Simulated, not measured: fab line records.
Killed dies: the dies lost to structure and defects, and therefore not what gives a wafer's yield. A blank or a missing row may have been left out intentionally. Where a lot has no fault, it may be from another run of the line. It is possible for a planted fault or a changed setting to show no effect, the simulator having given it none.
Matching of chambers ; flow gf180mcu ; GF_V1_CVD_02 on pecvd-02: 3 sister chambers
The step deposits SiO2 from TEOS, target thk 850 nm, time 94.851 s. 14 wafers are shown with their chamber, then 7 later ones without.

## WAFERS WITH THEIR CHAMBER
wafer;chamber;heater_power_w (W)
L079.1;2;628
L079.2;1;652
L079.3;0;696
L079.4;1;719
L079.5;0;558
L079.6;2;491
L082.1;0;680
L082.2;1;755
L082.3;2;600
L082.4;1;801
L082.5;0;565
L082.6;2;639
L083.1;2;515
L083.2;0;638

SIGNATURES (means of the wafers above)
reading;chamber 0;chamber 1;chamber 2;scatter within a chamber
heater_power_w;627.40;731.75;574.60;64.9
Rule: for a wafer and a chamber, the distance is found by dividing, reading by reading, the gap between the wafer's reading and the chamber's mean by the reading's scatter, squaring, summing and taking the root. If the next closest chamber is less than 2 further off than the closest, the wafer can't be placed; otherwise it belongs to the closest. The scatter: the root of (the sum of the squares of (reading less its chamber's mean) over the shown wafers, divided by (wafers less chambers)).

## WAFERS WITH NO CHAMBER GIVEN
wafer;heater_power_w (W)
L083.6;642
L086.1;701
L086.2;696
L086.3;636
L086.4;561
L086.5;761
L086.6;500

## WHICH CHAMBER EACH ONE RAN IN
wafer;from the rows above;in truth
L083.6;can't be placed: 0 or 2 or 1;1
L086.1;can't be placed: 1 or 0 or 2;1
L086.2;can't be placed: 1 or 0 or 2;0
L086.3;can't be placed: 0 or 2 or 1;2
L086.4;can't be placed: 2 or 0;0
L086.5;can't be placed: 1 or 0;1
L086.6;can't be placed: 2 or 0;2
0 of 7 placed correctly. These rows do not allow placing 7 (true chamber among the candidates in 7). Wrongly placed: 0.
